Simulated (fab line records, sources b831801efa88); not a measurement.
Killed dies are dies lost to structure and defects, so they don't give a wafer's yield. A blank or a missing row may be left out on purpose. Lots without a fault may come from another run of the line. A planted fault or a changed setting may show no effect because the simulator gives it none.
fab line records | flow sky130
record lots=6 wafers=18 last_day=50
route steps=708 shown LDD_HVP@280 LDD_LDN@289 PAD_OPEN@708
lots that met no fault: from a run of the same line without faults
start_h: hours from the record's first day to the start of the lot's first wafer shown | wait_h: hours since the lot's step before | " the same as in the row above | L1.1+2: a row that stands for several wafers | - no value, or no start given | * or withheld: withheld | < > ~ a bound
route shown NAME@n: a module of which the file shows steps, and the number in the route of the first | usual: mean/standard deviation of fault-free wafers | same: alike in all rows | chamber/n: place in a boat | sites: the reading at each site | _std_site: their standard deviation | _edge_site: outer sites' mean less inner sites' | radius_mm: how far each site lies from the wafer's centre | mask NAME#n: copy n | behind: the tool/chamber that last shaped the wafer | hold: why the lot was held/for how many hours/how that ended | device: the transistor (n, p or np) that didn't switch | end of line: the same wafers' tests at the end of the route | a step without rows: its recipe alone | killed: dies lost to structure and defects at the first sort, not the wafer's yield | map: a wafer's dies, x killed, . not, _ none there
set.NAME: the setting as run; set.NAME@STEP: as run at that earlier step | model.NAME: the simulator's own value behind a step, which no gauge read
lots at some steps of the route; a table a step, a row a wafer
services: from which hour (start_h, from the record's first day; less than 0 if before it) a tool's chamber was out of use, for how many hours, and why
## steps
# step SKY_LDD_HVP_COAT_02
# recipe resist=NOVOLAK spin_rpm=3000 resist_thk_nm=300
# step SKY_LDD_HVP_SOFTBAKE_03
# recipe temp_c=90 time_s=60 resist=NOVOLAK
# step SKY_LDD_HVP_EXPOSE_04
# recipe mask_id=HVPTM na=0.6 source_shape=conventional sigma_outer=0.6 polarization=unpolarized target_cd_nm=700 dose_mj=86
# step SKY_LDD_HVP_PEB_05
# recipe temp_c=withheld time_s=* resist=NOVOLAK
# step SKY_LDD_HVP_DEVELOP_06
# recipe resist=NOVOLAK developer=TMAH develop_time_s=60 dev_temp_c=23
# step SKY_LDD_HVP_OVL_MEAS_07
# usual LDD_HVP_OVL=-0.2/1.5
# columns lot.wafer tool chamber start_h wait_h LDD_HVP_OVL[nm]
L113.1 overlay-01 - 502.20 0.1 2.1
L113.3 " - " " 1.8
L113.6 " - " " 0.8
L120.2 overlay-02 - 571.18 0.1 0.5
L120.3 " - " " -0.1
L120.4 " - " " -0.6
L119.3 overlay-02 - 572.61 0.1 0.5
L119.4 " - " " 2.1
L119.6 " - " " -1.0
L121.3 overlay-01 - 578.24 0.1 -1.9
L121.4 " - " " -1.6
L121.6 " - " " -1.0
L125.4 overlay-02 - 612.72 0.1 1.4
L125.5 " - " " -0.1
L125.6 " - " " 0.6
L132.1 overlay-01 - 685.51 0.1 0.9
L132.3 " - " " 2.3
L132.6 " - " " 1.4
# step SKY_LDD_HVP_IMPLANT_08
# recipe species=B energy_kev=20 dose_cm2=1.7e+13 tilt_deg=17.9
# step SKY_LDD_HVP_STRIP_09
# recipe chemistry=O2/N2 power_w=1400 pressure_mtorr=1500 platen_temp_c=withheld o2_flow_sccm=3000 n2_flow_sccm=300 overash_fraction=0.5
# usual chamber_pressure_mTorr=1499.9/1.3 drypump_motor_current_A=5.79/0.28 n2_flow_sccm=299.9/0.96 oes_product_au=0.408/0.0045 strip_time_to_endpoint_s=4.133/0.015
# columns lot.wafer tool chamber start_h wait_h chamber_pressure_mTorr drypump_motor_current_A n2_flow_sccm oes_product_au rf_hours_counter_h strip_time_to_endpoint_s
L113.1 plasma_asher-01 1 502.38 0.1 1501.0 6.36 300.3 0.404 72 4.117
L113.3 " 0 " " 1498.8 6.18 298.9 0.408 - 4.108
L113.6 " 0 " " 1502.0 6.14 299.9 0.410 - 4.140
L120.2 plasma_asher-04 1 571.36 0.1 1498.8 5.55 300.5 0.407 89 4.136
L120.3 " 1 " " 1498.4 5.55 300.7 0.410 - 4.116
L120.4 " 0 " " 1499.8 5.41 300.1 0.403 - 4.111
L119.3 plasma_asher-01 1 572.82 0.1 1499.3 6.36 299.7 0.409 - 4.111
L119.4 " 0 " " 1499.5 6.18 298.9 0.411 - 4.118
L119.6 " 0 " " 1498.6 6.14 298.9 0.417 - 4.121
L121.3 plasma_asher-04 0 578.45 0.1 1499.5 5.42 301.0 0.407 - 4.125
L121.4 " 1 " " 1501.7 5.58 300.9 0.409 - 4.138
L121.6 " 0 " " 1499.5 5.40 300.0 0.409 - 4.146
L125.4 plasma_asher-01 1 612.92 0.1 1499.8 6.34 298.8 0.409 - 4.122
L125.5 " 1 " " 1499.0 6.38 298.9 0.412 - 4.133
L125.6 " 0 " " 1499.1 6.16 297.2 0.410 - 4.138
L132.1 plasma_asher-03 1 685.69 0.1 1500.0 5.74 299.7 0.404 52 4.149
L132.3 " 1 " " 1497.7 5.73 300.3 0.410 - 4.130
L132.6 " 1 " " 1500.9 5.73 300.8 0.404 - 4.100
# step SKY_LDD_HVP_TW_MEAS_10
# usual LDD_HVP_TW=460/3.2
# columns lot.wafer tool chamber start_h wait_h LDD_HVP_TW
L113.1 film_metro-04 - 502.48 0.1 457
L113.3 " - " " 459
L113.6 " - " " 458
L120.2 film_metro-01 - 571.47 0.1 460
L120.3 " - " " 459
L120.4 " - " " 458
L119.3 film_metro-04 - 572.90 0.1 458
L119.4 " - " " 459
L119.6 " - " " 458
L121.3 film_metro-04 - 578.53 0.1 464
L121.4 " - " " 461
L121.6 " - " " 464
L125.4 film_metro-04 - 613.01 0.1 459
L125.5 " - " " 459
L125.6 " - " " 459
L132.1 film_metro-04 - 685.79 0.1 462
L132.3 " - " " 464
L132.6 " - " " 464
# step SKY_LDD_LDN_DEHYDRATE_00
# recipe temp_c=200 time_s=60
# step SKY_LDD_LDN_HMDS_01
# recipe prime_time_s=60 prime_temp_c=120
# step SKY_LDD_LDN_COAT_02
# recipe resist=NOVOLAK spin_rpm=3000 resist_thk_nm=1140
# step SKY_LDD_LDN_SOFTBAKE_03
# recipe temp_c=90 time_s=60 resist=NOVOLAK
# usual heater_power_total_W=56.59/0.042 plate_temp_C=90.01/0.14
# columns lot.wafer tool chamber start_h wait_h heater_power_total_W plate_temp_C
L113.1 litho_track-03 0 516.93 0.1 56.65 90.10
L113.3 " 0 " " 56.57 90.07
L113.6 " 0 " " 56.66 89.88
L120.2 litho_track-03 0 586.10 0.1 56.13 89.43
L120.3 " 0 " " 56.11 89.32
L120.4 " 0 " " 56.12 89.47
L119.3 litho_track-01 0 587.34 0.1 56.50 89.84
L119.4 " 0 " " 56.58 89.97
L119.6 " 0 " " 56.69 89.91
L121.3 litho_track-03 0 593.03 0.1 56.08 89.50
L121.4 " 0 " " 56.09 89.36
L121.6 " 0 " " 56.11 89.57
L125.4 litho_track-02 0 627.23 0.1 56.61 89.90
L125.5 " 0 " " 56.57 90.06
L125.6 " 0 " " 56.60 89.90
L132.1 litho_track-02 0 700.01 0.1 56.58 90.01
L132.3 " 0 " " 56.53 90.00
L132.6 " 0 " " 56.70 90.13
# step SKY_LDD_LDN_EXPOSE_04
# recipe mask_id=LDNTM na=0.6 source_shape=conventional sigma_outer=0.6 polarization=unpolarized target_cd_nm=700 dose_mj=140
# step SKY_PAD_OPEN_PROBE_99
# usual killed_at_M0_to_M3=42/7.4 killed_at_M4_up=3.3/2.1 killed_at_contacts=24/5.3 killed_at_front_end=15/4.5 killed_at_other=0.3/0.57 killed_dies=84/10 killed_open=46/7.5 killed_short=38/6.4
# same gross_dies=492 killed_at_back_side=0
# columns lot.wafer tool chamber start_h wait_h killed_at_M0_to_M3 killed_at_M4_up killed_at_contacts killed_at_front_end killed_at_other killed_dies killed_open killed_short
L113.1 prober-02 - 1080.20 0.1 48 6 19 14 1 88 40 48
L113.3 prober-02 - 1080.30 0.2 39 1 25 21 0 86 48 38
L113.6 prober-02 - 1080.45 0.2 39 7 15 16 0 77 41 36
L120.2 prober-02 - 1126.95 0.1 48 3 21 7 0 79 40 39
L120.3 prober-02 - 1127.00 0.2 31 2 29 17 0 79 46 33
L120.4 prober-02 - 1127.05 0.2 50 1 18 18 0 87 45 42
L121.3 prober-02 - 1131.57 0.2 42 4 30 17 0 93 51 42
L121.4 prober-02 - 1131.62 0.2 35 3 23 19 0 80 51 29
L121.6 prober-02 - 1131.72 0.2 36 4 22 22 0 84 42 42
L125.4 prober-01 - 1155.21 0.2 38 5 27 13 0 83 40 43
L125.5 prober-01 - 1155.26 0.2 50 2 24 8 1 85 51 33
L125.6 prober-01 - 1155.31 0.2 38 2 25 18 0 83 42 41
L132.1 prober-02 - 1195.22 0.1 51 2 18 12 0 83 39 44
L132.3 prober-02 - 1195.32 0.2 39 1 22 18 1 81 38 42
L132.6 prober-02 - 1195.47 0.2 37 5 36 16 0 94 57 37
# killed by level:class
L113.1 CONTACT:geometric_particle:open=10 METAL1:geometric_particle:short=8 VIA3:geometric_particle:short=8 VIA2:geometric_particle:open=7 FIELD_ISO:geometric_particle:open=6 VIA1:geometric_particle:open=6 METAL2:geometric_particle:short=6 METAL4:geometric_particle:short=6
L113.3 CONTACT:geometric_particle:open=10 VIA1:geometric_particle:open=9 VIA2:geometric_particle:open=8 POLY_GATE:geometric_particle:short=7 FIELD_ISO:geometric_particle:open=6 LI_CONTACT:geometric_particle:open=6 CONTACT:geometric_particle:short=5 METAL1:geometric_particle:short=5
L113.6 VIA1:geometric_particle:open=11 CONTACT:geometric_particle:open=9 VIA1:geometric_particle:short=6 METAL2:geometric_particle:short=6 LI_CONTACT:geometric_particle:open=5 VIA3:geometric_particle:open=5 FIELD_ISO:geometric_particle:short=4 METAL4:geometric_particle:short=4
L120.2 METAL2:geometric_particle:short=11 VIA1:geometric_particle:open=9 CONTACT:geometric_particle:open=7 VIA2:geometric_particle:open=7 VIA3:geometric_particle:short=6 LI_CONTACT:geometric_particle:open=5 LOCAL_INTERCONNECT:geometric_particle:short=5 VIA3:geometric_particle:open=5
L120.3 LI_CONTACT:geometric_particle:open=9 CONTACT:geometric_particle:open=8 FIELD_ISO:geometric_particle:open=6 LOCAL_INTERCONNECT:geometric_particle:short=5 VIA2:geometric_particle:open=5 VIA3:geometric_particle:open=5 VIA1:geometric_particle:short=4 POLY_GATE:geometric_particle:short=4
L120.4 VIA1:geometric_particle:open=10 VIA3:geometric_particle:open=8 LI_CONTACT:geometric_particle:open=7 METAL1:geometric_particle:short=7 CONTACT:geometric_particle:open=6 VIA3:geometric_particle:short=5 FIELD_ISO:geometric_particle:short=4 METAL2:geometric_particle:short=4
L121.3 VIA1:geometric_particle:open=12 CONTACT:geometric_particle:open=10 LI_CONTACT:geometric_particle:open=10 FIELD_ISO:geometric_particle:short=8 LOCAL_INTERCONNECT:geometric_particle:short=5 VIA3:geometric_particle:short=5 METAL2:geometric_particle:short=5 VIA3:geometric_particle:open=5
L121.4 VIA3:geometric_particle:open=10 CONTACT:geometric_particle:open=8 VIA1:geometric_particle:open=7 FIELD_ISO:geometric_particle:open=6 LI_CONTACT:geometric_particle:open=5 CONTACT:geometric_particle:short=5 VIA2:geometric_particle:open=5 FIELD_ISO:geometric_particle:short=4
L121.6 VIA1:geometric_particle:open=15 FIELD_ISO:geometric_particle:open=7 LI_CONTACT:geometric_particle:open=7 FIELD_ISO:geometric_particle:short=6 CONTACT:geometric_particle:open=5 POLY_GATE:geometric_particle:short=4 LOCAL_INTERCONNECT:geometric_particle:short=4 CONTACT:geometric_particle:short=4
L125.4 CONTACT:geometric_particle:open=11 VIA1:geometric_particle:short=6 CONTACT:geometric_particle:short=5 VIA3:geometric_particle:open=5 VIA1:geometric_particle:open=5 LI_CONTACT:geometric_particle:short=4 METAL1:geometric_particle:short=4 METAL2:geometric_particle:short=4
L125.5 VIA1:geometric_particle:open=11 CONTACT:geometric_particle:open=9 LI_CONTACT:geometric_particle:open=8 METAL2:geometric_particle:short=8 VIA3:geometric_particle:open=6 VIA2:geometric_particle:short=6 VIA2:geometric_particle:open=6 POLY_GATE:geometric_particle:short=3
L125.6 VIA1:geometric_particle:open=10 CONTACT:geometric_particle:open=9 METAL2:geometric_particle:short=7 CONTACT:geometric_particle:short=6 LI_CONTACT:geometric_particle:open=5 POLY_GATE:geometric_particle:short=5 POLY_GATE:geometric_particle:open=4 VIA2:geometric_particle:short=4
L132.1 VIA3:geometric_particle:open=9 VIA1:geometric_particle:open=8 VIA1:geometric_particle:short=7 CONTACT:geometric_particle:open=6 FIELD_ISO:geometric_particle:short=5 METAL3:geometric_particle:short=5 LI_CONTACT:geometric_particle:open=5 METAL1:geometric_particle:short=5
L132.3 VIA1:geometric_particle:open=10 CONTACT:geometric_particle:short=8 METAL2:geometric_particle:short=8 FIELD_ISO:geometric_particle:short=7 FIELD_ISO:geometric_particle:open=6 LI_CONTACT:geometric_particle:open=5 VIA2:geometric_particle:open=5 CONTACT:geometric_particle:open=4
L132.6 LI_CONTACT:geometric_particle:open=12 CONTACT:geometric_particle:open=10 FIELD_ISO:geometric_particle:open=8 VIA1:geometric_particle:open=8 VIA3:geometric_particle:open=7 LI_CONTACT:geometric_particle:short=5 LOCAL_INTERCONNECT:geometric_particle:open=4 METAL1:geometric_particle:short=4
## services
# columns tool chamber start_h hours kind
plasma_asher-03 - 594.60 5.3 repair
plasma_asher-01 - 637.24 0.8 repair
litho_track-02 - 657.44 - consumable_replace:filter
## key
first_sign step=SKY_LDD_LDN_SOFTBAKE_03 reading=heater_power_total_W direction=down sigmas=11 usual=* struck=*
effect step=SKY_LDD_LDN_SOFTBAKE_03 reading=plate_temp_C direction=down sigmas=4.2 usual=* struck=*
met_at SKY_LDD_LDN_SOFTBAKE_03
struck_wafers L120.2,L120.3,L120.4,L121.3,L121.4,L121.6
tester_left_out L120,L121
onset_between 516.93 586.10
fault kind=process_parameter_drift tool=litho_track-03 chamber=- onset_h=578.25 steps=SKY_LDD_LDN_SOFTBAKE_03 channel=temp_c offset=* shape=step end_h=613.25 acts_in=* stated=*
# tester_left_out: of these lots the tester's yield and bins aren't shown, on N5 and GAA mostly nor the transistor test; their killed dies are dies lost to structure and defects alone, not to doping, threshold or leakage, so they don't give the yield
